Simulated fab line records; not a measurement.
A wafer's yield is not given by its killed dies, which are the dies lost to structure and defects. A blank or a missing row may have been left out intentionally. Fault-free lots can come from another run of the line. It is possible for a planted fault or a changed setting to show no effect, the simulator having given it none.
What tool caused it? :: flow sky130 :: Sampling: 14 lots, 42 wafers, 5 of 708 route steps

## WHAT EACH GAUGE READ, for each wafer
SKY_VT_ADJUST_NCORE_OVL_MEAS_08.
lot: L291
measured: day 8 16:22
on: overlay-02
VT_ADJUST_NCORE_OVL (nm): -1.3 -1.1 -1.9

lot: L292
measured: day 8 20:28
on: overlay-02
VT_ADJUST_NCORE_OVL (nm): 0.7 -0.3 1.6

lot: L293
measured: day 9 09:34
on: overlay-01
VT_ADJUST_NCORE_OVL (nm): 0.9 1.9 -0.2

lot: L294
measured: day 9 14:37
on: overlay-01
VT_ADJUST_NCORE_OVL (nm): 0.6 2.0 2.7

lot: L295
measured: day 9 20:01
on: overlay-01
VT_ADJUST_NCORE_OVL (nm): 1.6 0.0 1.2

lot: L296
measured: day 10 02:31
on: overlay-01
VT_ADJUST_NCORE_OVL (nm): 1.5 1.9 1.3

lot: L297
measured: day 10 07:47
on: overlay-02
VT_ADJUST_NCORE_OVL (nm): -0.8 2.3 -0.5

lot: L300
measured: day 11 08:52
on: overlay-01
VT_ADJUST_NCORE_OVL (nm): 2.0 0.8 0.9

lot: L302
measured: day 11 17:35
on: overlay-02
VT_ADJUST_NCORE_OVL (nm): 0.7 1.6 1.5

lot: L308
measured: day 13 12:55
on: overlay-01
VT_ADJUST_NCORE_OVL (nm): -0.3 -1.5 0.9

lot: L311
measured: day 14 09:58
on: overlay-01
VT_ADJUST_NCORE_OVL (nm): 1.7 -0.6 0.8

lot: L312
measured: day 14 16:46
on: overlay-01
VT_ADJUST_NCORE_OVL (nm): -1.7 0.2 0.0

lot: L313
measured: day 15 06:58
on: overlay-02
VT_ADJUST_NCORE_OVL (nm): 0.3 0.0 0.4

lot: L314
measured: day 15 11:03
on: overlay-02
VT_ADJUST_NCORE_OVL (nm): 2.5 2.6 1.3

SKY_SONOS_ONO_OVL_MEAS_14.
lot: L291
measured: day 12 20:49
on: overlay-01
SONOS_ONO_OVL (nm): -0.4 0.4 1.8

lot: L292
measured: day 12 22:55
on: overlay-01
SONOS_ONO_OVL (nm): 0.2 0.6 0.9

lot: L293
measured: day 13 10:00
on: overlay-01
SONOS_ONO_OVL (nm): -0.3 0.8 -1.0

lot: L294
measured: day 13 17:28
on: overlay-01
SONOS_ONO_OVL (nm): -0.8 -1.4 -1.4

lot: L295
measured: day 13 22:46
on: overlay-02
SONOS_ONO_OVL (nm): 2.6 2.6 2.4

lot: L296
measured: day 14 08:24
on: overlay-02
SONOS_ONO_OVL (nm): -0.8 1.5 1.8

lot: L297
measured: day 14 12:25
on: overlay-01
SONOS_ONO_OVL (nm): 0.4 1.9 2.8

lot: L300
measured: day 15 19:55
on: overlay-01
SONOS_ONO_OVL (nm): -0.3 0.7 -1.5

lot: L302
measured: day 16 07:07
on: overlay-02
SONOS_ONO_OVL (nm): 2.3 1.0 1.2

lot: L308
measured: day 18 07:58
on: overlay-01
SONOS_ONO_OVL (nm): -0.5 -0.2 1.4

lot: L311
measured: day 19 10:40
on: overlay-02
SONOS_ONO_OVL (nm): -1.3 0.2 1.1

lot: L312
measured: day 19 21:13
on: overlay-02
SONOS_ONO_OVL (nm): -0.8 -0.8 0.1

lot: L313
measured: day 20 10:46
on: overlay-02
SONOS_ONO_OVL (nm): 0.0 1.4 2.0

lot: L314
measured: day 20 15:49
on: overlay-02
SONOS_ONO_OVL (nm): 1.1 0.6 -1.3

SKY_LDD_N_OVL_MEAS_07.
lot: L291
measured: day 17 21:47
on: overlay-01
LDD_N_OVL (nm): 0.6 2.0 2.3

lot: L292
measured: day 18 04:26
on: overlay-02
LDD_N_OVL (nm): -0.6 -0.8 -2.3

lot: L293
measured: day 18 15:02
on: overlay-01
LDD_N_OVL (nm): 0.6 0.4 1.7

lot: L294
measured: day 18 23:38
on: overlay-02
LDD_N_OVL (nm): 2.9 3.5 3.3

lot: L295
measured: day 19 04:09
on: overlay-02
LDD_N_OVL (nm): 3.2 2.1 4.9

lot: L296
measured: day 19 12:23
on: overlay-02
LDD_N_OVL (nm): -0.4 -0.5 1.8

lot: L297
measured: day 19 21:44
on: overlay-02
LDD_N_OVL (nm): -44.7 -47.0 -47.7 -44.3 -46.5 -47.1

lot: L300
measured: day 21 08:29
on: overlay-01
LDD_N_OVL (nm): -47.3 -48.0 -46.4 -46.3 -47.8 -46.1

lot: L302
measured: day 21 17:00
on: overlay-02
LDD_N_OVL (nm): 2.1 3.9 0.0

lot: L308
measured: day 23 22:23
on: overlay-02
LDD_N_OVL (nm): 2.2 1.4 2.9

lot: L311
measured: day 24 21:44
on: overlay-01
LDD_N_OVL (nm): 0.7 0.6 2.4

lot: L312
measured: day 25 06:17
on: overlay-01
LDD_N_OVL (nm): 1.9 1.4 2.2

lot: L313
measured: day 25 21:56
on: overlay-02
LDD_N_OVL (nm): 3.2 4.0 2.6

lot: L314
measured: day 26 03:44
on: overlay-01
LDD_N_OVL (nm): 4.5 2.6 1.9

SKY_LDD_HVN_OVL_MEAS_07.
lot: L291
measured: day 20 11:44
on: overlay-02
LDD_HVN_OVL (nm): -0.8 -2.2 0.5

lot: L292
measured: day 20 21:29
on: overlay-02
LDD_HVN_OVL (nm): -0.2 -1.4 -0.7

lot: L293
measured: day 21 05:22
on: overlay-02
LDD_HVN_OVL (nm): -2.7 -3.3 -0.6

lot: L294
measured: day 21 15:05
on: overlay-02
LDD_HVN_OVL (nm): -1.2 -0.9 0.4

lot: L295
measured: day 21 18:18
on: overlay-01
LDD_HVN_OVL (nm): -0.7 -1.4 -0.7

lot: L296
measured: day 22 03:08
on: overlay-01
LDD_HVN_OVL (nm): -2.0 -3.0 -3.1

lot: L302
measured: day 24 06:57
on: overlay-01
LDD_HVN_OVL (nm): 0.5 -2.6 -2.4

lot: L308
measured: day 26 10:49
on: overlay-01
LDD_HVN_OVL (nm): -3.1 -0.9 -0.6

lot: L311
measured: day 27 09:08
on: overlay-01
LDD_HVN_OVL (nm): -2.0 0.1 0.1

lot: L312
measured: day 27 17:42
on: overlay-02
LDD_HVN_OVL (nm): 0.9 0.6 0.0

lot: L313
measured: day 28 09:17
on: overlay-01
LDD_HVN_OVL (nm): -0.9 0.7 -1.2

lot: L314
measured: day 28 13:05
on: overlay-02
LDD_HVN_OVL (nm): -0.5 -0.5 -1.0

## WHICH TOOL RAN EACH LOT (tool, then ch and the chambers of the sampled wafers, then the start)
lot: L291
SKY_LDD_N_EXPOSE_04: ilineStepper-02 ch 0, day 17 07:55

lot: L292
SKY_LDD_N_EXPOSE_04: ilineStepper-02 ch 0, day 17 13:52

lot: L293
SKY_LDD_N_EXPOSE_04: ilineStepper-01 ch 0, day 18 00:32

lot: L294
SKY_LDD_N_EXPOSE_04: ilineStepper-01 ch 0, day 18 09:22

lot: L295
SKY_LDD_N_EXPOSE_04: ilineStepper-01 ch 0, day 18 13:26

lot: L296
SKY_LDD_N_EXPOSE_04: ilineStepper-01 ch 0, day 18 20:59

lot: L297
SKY_LDD_N_EXPOSE_04: ilineStepper-01 ch 0, day 19 05:56

lot: L300
SKY_LDD_N_EXPOSE_04: ilineStepper-01 ch 0, day 20 17:18

lot: L302
SKY_LDD_N_EXPOSE_04: ilineStepper-02 ch 0, day 21 02:24

lot: L308
SKY_LDD_N_EXPOSE_04: ilineStepper-02 ch 0, day 23 07:25

lot: L311
SKY_LDD_N_EXPOSE_04: ilineStepper-02 ch 0, day 24 07:27

lot: L312
SKY_LDD_N_EXPOSE_04: ilineStepper-02 ch 0, day 24 15:49

lot: L313
SKY_LDD_N_EXPOSE_04: ilineStepper-02 ch 0, day 25 08:01

lot: L314
SKY_LDD_N_EXPOSE_04: ilineStepper-02 ch 0, day 25 13:26
- SKY_LDD_N_EXPOSE_04: exposes mask NTM, target cd 840 nm.

## WHAT THE TOOLS THEMSELVES READ (means of the sampled wafers that have a number; where no wafer has one, the mark that the record gives instead)
The record holds no such reading with a usual standard deviation.

## THE ANSWER, worked out from the rows above alone
Rule: what is usual is taken from the lots themselves. Put in order of their means at a reading, lots are off if they are a third of the lots or fewer, leave a main group of 4 or more, and stand apart from it by a gap of 3 or more times the standard deviation of the main group's means; of several such gaps the widest counts. If all means in a main group match to the digits the tables above print for the reading, that group is not used. Also off: a lot with no number at a reading for which 4 or more lots have one. Any other lot the step has rows for is counted as sound. The gauges are gone through in route order, then the tools' own readings, and for those a lot's mean is taken as printed above. The first step at which some lot is off is used, and at that step the reading that is off furthest; a lot without a number counts as furthest.
Off: at SKY_LDD_N_OVL_MEAS_07 (LDD_N_OVL), L297, L300. The main group has a mean of 1.8 nm with a standard deviation of 1.3.
A tool fits if, at a process step before that reading, it ran every lot that is off, and no sound lot after the first of them. The gauges at SKY_LDD_N_OVL_MEAS_07 are tried like those tools. One candidate fits, namely ilineStepper-01 at SKY_LDD_N_EXPOSE_04. Its last sound lot is L296 (day 18 20:59), its first lot that is off L297 (day 19 05:56): a fault that began between those two fits.

## WHAT THE SIMULATOR HAD INSERTED
Scanner matching overlay: ilineStepper-01, from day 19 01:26 on, at SKY_LDD_N_EXPOSE_04. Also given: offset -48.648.
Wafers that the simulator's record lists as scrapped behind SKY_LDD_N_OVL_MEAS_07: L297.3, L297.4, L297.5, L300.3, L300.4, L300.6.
Shown lots that were struck: L297, L300. The rule given above showed the same thing.
